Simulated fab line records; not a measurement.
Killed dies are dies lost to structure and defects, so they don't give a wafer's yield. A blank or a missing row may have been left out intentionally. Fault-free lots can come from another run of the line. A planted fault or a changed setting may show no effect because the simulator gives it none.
Matching of chambers -- flow gf180mcu -- GF_V3_CMP_04 on cmp-01 has 4 sister chambers
The step polishes SiO2. 27 wafers are shown with their chamber, then 12 later ones without.

## WAFERS, EACH WITH ITS CHAMBER
wafer,chamber,motor-current-A (A),time-to-endpoint-s (s)
L074.1,3,12.4,79
L074.2,1,12.6,83
L074.4,2,12.2,82
L075.2,3,12.3,81
L075.5,0,11.5,89
L075.6,1,13.0,86
L076.1,2,12.2,84
L076.3,1,13.2,79
L076.4,0,11.4,92
L079.1,1,13.3,80
L079.2,2,12.2,73
L079.5,0,11.1,80
L081.2,2,11.7,73
L081.4,1,12.9,76
L081.6,1,13.7,73
L083.3,0,11.4,79
L083.4,1,13.1,82
L083.6,3,12.8,83
L084.1,1,13.5,78
L084.5,0,11.4,87
L084.6,3,11.9,85
L085.2,3,12.5,86
L085.3,2,11.0,79
L085.5,3,12.5,85
L088.1,1,13.1,82
L088.2,0,10.6,76
L088.6,2,12.3,81

SIGNATURES (means of the wafers above)
reading,chamber 0,chamber 1,chamber 2,chamber 3,scatter within a chamber
motor-current-A,11.233,13.156,11.933,12.400,0.369
time-to-endpoint-s,83.83,79.89,78.67,83.17,4.53
Rule: a wafer lies at a distance from a chamber equal to the root of the sum of squares, over the readings, of (its reading less the chamber's mean, divided by the reading's scatter). The wafer belongs to the nearest chamber; if the next one is less than 2 further off, it can't be placed. The scatter is the square root of a quotient: the sum, over the shown wafers, of each reading's squared deviation from its chamber's mean, divided by wafers minus chambers.

## WAFERS WITH NO CHAMBER GIVEN
wafer,motor-current-A (A),time-to-endpoint-s (s)
L089.2,11.7,78
L089.4,12.2,82
L089.6,12.8,86
L094.2,11.1,88
L094.3,12.9,85
L094.4,11.8,93
L095.2,13.4,82
L095.3,12.3,85
L095.5,11.9,84
L096.2,11.7,82
L096.5,13.6,88
L096.6,11.4,86

## THE CHAMBER EACH PASSED THROUGH
wafer,from the rows above,in truth
L089.2,can't be placed: 2 or 0 or 3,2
L089.4,can't be placed: 3 or 2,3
L089.6,can't be placed: 3 or 1 or 2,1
L094.2,0,0
L094.3,can't be placed: 1 or 3 or 2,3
L094.4,can't be placed: 0 or 3 or 2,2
L095.2,can't be placed: 1 or 3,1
L095.3,can't be placed: 3 or 2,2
L095.5,can't be placed: 2 or 3 or 0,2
L096.2,can't be placed: 2 or 0 or 3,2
L096.5,can't be placed: 1 or 3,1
L096.6,can't be placed: 0 or 2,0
Placed correctly: 1 of 12. Can't be placed from these rows: 11 (the true chamber is among the candidates in 11). Placed wrongly: 0.
